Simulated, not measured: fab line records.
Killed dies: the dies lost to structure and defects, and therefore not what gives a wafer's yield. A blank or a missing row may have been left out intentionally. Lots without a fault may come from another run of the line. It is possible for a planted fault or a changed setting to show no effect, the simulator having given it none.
Which tool did it? | flow gf180mcu | 6 lots with 18 wafers sampled at 4 steps, on a route of 602 steps

== WHAT THE GAUGES READ, wafer by wafer ==
GF_PASSIVATION_THK_MEAS_03.
lot  | measured     | on            | PASSIVATION_CVD_02_THK (nm)
L745 | day 29 03:46 | film metro-03 | 708 721 712
L747 | day 29 21:42 | film metro-03 | 695 712 716
L756 | day 32 07:11 | film metro-03 | 692 710 712
L758 | day 32 16:10 | film metro-04 | 698 693 706
L763 | day 33 21:43 | film metro-01 | 692 714 717
L766 | day 34 12:31 | film metro-01 | 690 706 696

== WHICH TOOL RAN EACH LOT (tool, then ch and the chambers of the sampled wafers, then the start) ==
lot  | GF_V4_ETCH_16                      | GF_V5_ETCH_17                      | GF_TOP_METAL_SPUTTER_00
L745 | rie diel-02 ch 0,1, day 25 12:52   | rie diel-03 ch 0,3, day 28 05:00   | pvd sputter-04, day 28 07:19
L747 | rie diel-04 ch 0,3, day 26 07:58   | rie diel-01 ch 0,2, day 28 23:00   | pvd sputter-03, day 29 00:41
L756 | rie diel-02 ch 0,1, day 28 23:46   | rie diel-01 ch 1,2,3, day 31 11:00 | pvd sputter-02, day 31 13:17
L758 | rie diel-01 ch 0,1,2, day 29 10:08 | rie diel-02 ch 0,2,3, day 31 21:00 | pvd sputter-02, day 31 22:45
L763 | rie diel-01 ch 0,1,2, day 30 19:37 | rie diel-03 ch 0,2, day 33 03:00   | pvd sputter-04, day 33 04:43
L766 | rie diel-02 ch 0,1,3, day 31 14:56 | rie diel-03 ch 1,2,3, day 33 19:00 | pvd sputter-02, day 33 20:50
- GF_V4_ETCH_16: etches BARC in N2/H2.
- GF_V5_ETCH_17: etches SiO2 in C4F8/O2/Ar, stops on TiN, target depth 855 nm.
- GF_TOP_METAL_SPUTTER_00: material Ti, target thk 37.5 nm, time 150 s.

== THE ANSWER, worked out from the rows above alone ==
Rule: the usual values come from the lots themselves. Put in order of their means at a reading, lots are off if they are a third of the lots or fewer, leave a main group of 4 or more, and stand apart from it by a gap of 3 or more times the standard deviation of the main group's means; of several such gaps the widest counts. A main group is skipped when, at the precision printed for the reading in the tables above, its means are all equal. A lot without any number at a reading at which 4 lots or more have one is off too. Any other lot the step has rows for is counted as sound.
None of the lots is off at any reading shown; this tells nothing.

== WHAT WAS PUT IN BY THE SIMULATOR ==
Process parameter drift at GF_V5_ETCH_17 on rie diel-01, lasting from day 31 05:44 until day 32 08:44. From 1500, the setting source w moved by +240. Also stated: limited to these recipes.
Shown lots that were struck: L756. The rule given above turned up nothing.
